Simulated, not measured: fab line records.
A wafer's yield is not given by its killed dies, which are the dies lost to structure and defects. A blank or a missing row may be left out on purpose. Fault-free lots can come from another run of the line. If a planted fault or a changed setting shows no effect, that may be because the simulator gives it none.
The same fault as seen by 2 desks + flow gf180mcu + numbers are kept per desk, each desk with only its own; the story behind them comes last

AT THE METROLOGY DESK
Lot by lot, what the gauges showed, no matter which tool ran the lot: averages of those sampled wafers that carry a number. Marked OUT: a lot whose mean sits more than 4 standard deviations from the usual mean, which makes it out of limits; the brackets give that distance. Only the readings that lie furthest out on some lot appear, 7 of the 11 it has.
Columns: A = VT_IMPLANT_3_TW at GF_VT_IMPLANT_TW_MEAS_32, usual 270.0; B = VT_IMPLANT_03_OVL at GF_VT_IMPLANT_OVL_MEAS_40, usual 1.0 nm; C = VT_IMPLANT_4_TW at GF_VT_IMPLANT_TW_MEAS_43, usual 692; D = MVSD_RS at GF_VT_IMPLANT_RS_MEAS_46, usual 456.7 ohm/sq; E = DUAL_GATE_OXIDATION_00_THK at GF_DUAL_GATE_THK_MEAS_03, usual 10.83 nm; F = DUAL_GATE_OVL at GF_DUAL_GATE_OVL_MEAS_11, usual 0.1 nm; G = POLY_GATE_CVD_00_THK at GF_POLY_GATE_THK_MEAS_01, usual 200.2 nm
| lot  | first seen here | A     | B    | C   | D     | E     | F    | G     |
|------|-----------------|-------|------|-----|-------|-------|------|-------|
| L531 | day 6 21:52     | 266.0 | 2.1  | 688 | 458.6 | 10.95 | 0.4  | 196.8 |
| L532 | day 7 06:34     | 268.0 | 1.6  | 688 | 457.9 | 10.92 | 0.1  | 201.3 |
| L536 | day 8 06:21     | 268.0 | 0.0  | 700 | 459.8 | 10.79 | 0.1  | 202.7 |
| L544 | day 10 08:49    | 272.6 | -0.9 | 687 | 455.5 | 10.81 | -2.0 | 204.1 |
| L546 | day 10 23:21    | 272.1 | 1.3  | 700 | 455.6 | 11.01 | 1.8  | 200.0 |
| L553 | day 12 20:28    | 269.5 | 2.2  | 686 | 457.5 | 10.46 | 0.5  | 202.6 |
This desk found nothing out of limits on any of the 6 lots.

DESK OF THE TOOL OWNER: implanter-04
The tool's own readings at GF_VT_IMPLANT_IMPLANT_41, given as means over the sampled wafers that have a number, one for each lot that went through this tool. Marked OUT: a lot whose mean sits more than 4 standard deviations from the usual mean, which makes it out of limits; the brackets give that distance.
Columns: A = beam energy keV at GF_VT_IMPLANT_IMPLANT_41, usual 69.995; B = dose ions cm2 at GF_VT_IMPLANT_IMPLANT_41, usual 1.0128e+12
| lot  | first seen here | A      | B          |
|------|-----------------|--------|------------|
| L531 | day 7 13:34     | 70.011 | 1.0115e+12 |
| L544 | day 11 02:43    | 70.014 | 1.0137e+12 |
| L546 | day 11 17:59    | 70.002 | 1.0130e+12 |
This desk found nothing out of limits on any of the 3 lots.

ALL TOGETHER
Metrology desk: nothing out of limits seen.
Nothing out of limits was seen by the tool owner's desk.

WHAT HAD BEEN PUT IN BY THE SIMULATOR
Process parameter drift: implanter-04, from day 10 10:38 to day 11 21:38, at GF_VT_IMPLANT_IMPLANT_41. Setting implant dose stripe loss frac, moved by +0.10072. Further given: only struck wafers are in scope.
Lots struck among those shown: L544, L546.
